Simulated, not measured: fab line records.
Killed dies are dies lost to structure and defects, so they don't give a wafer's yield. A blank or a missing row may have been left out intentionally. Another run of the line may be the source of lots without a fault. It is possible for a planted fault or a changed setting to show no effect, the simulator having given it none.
Which tool was responsible? -- flow gf180mcu -- 7 lots (21 wafers sampled), 1 step of a 602-step route

WHAT THE GAUGES READ, wafer by wafer
GF_HV_LDD_TW_MEAS_11.
lot,measured,on,HV_LDD_TW
L296,day 10 05:08,film metro-01,2438 2444 2444
L299,day 11 06:29,film metro-01,2452 2455 2443
L302,day 12 10:11,film metro-03,2383 2381 2396
L304,day 13 03:58,film metro-03,2396 2388 2388
L309,day 14 17:53,film metro-03,2388 2392 2372
L314,day 16 03:17,film metro-04,2432 2449 2433
L318,day 17 01:48,film metro-03,2380 2378 2370

TOOL THAT RAN EACH LOT (tool first, then ch and the chambers of the sampled wafers, then the start)
No process step before these readings appears in the record.

THE ANSWER, worked out from the rows above alone
Rule: the usual values come from the lots themselves. Put in order of their means at a reading, lots are off if they are a third of the lots or fewer, leave a main group of 4 or more, and stand apart from it by a gap of 3 or more times the standard deviation of the main group's means; of several such gaps the widest counts. If all means in a main group match to the digits the tables above print for the reading, that group is not used. Also off: a lot with no number at a reading for which 4 or more lots have one. All remaining lots with rows at the step are treated as sound.
None of the lots is off at any reading shown; this tells nothing.

WHAT WAS PUT IN BY THE SIMULATOR
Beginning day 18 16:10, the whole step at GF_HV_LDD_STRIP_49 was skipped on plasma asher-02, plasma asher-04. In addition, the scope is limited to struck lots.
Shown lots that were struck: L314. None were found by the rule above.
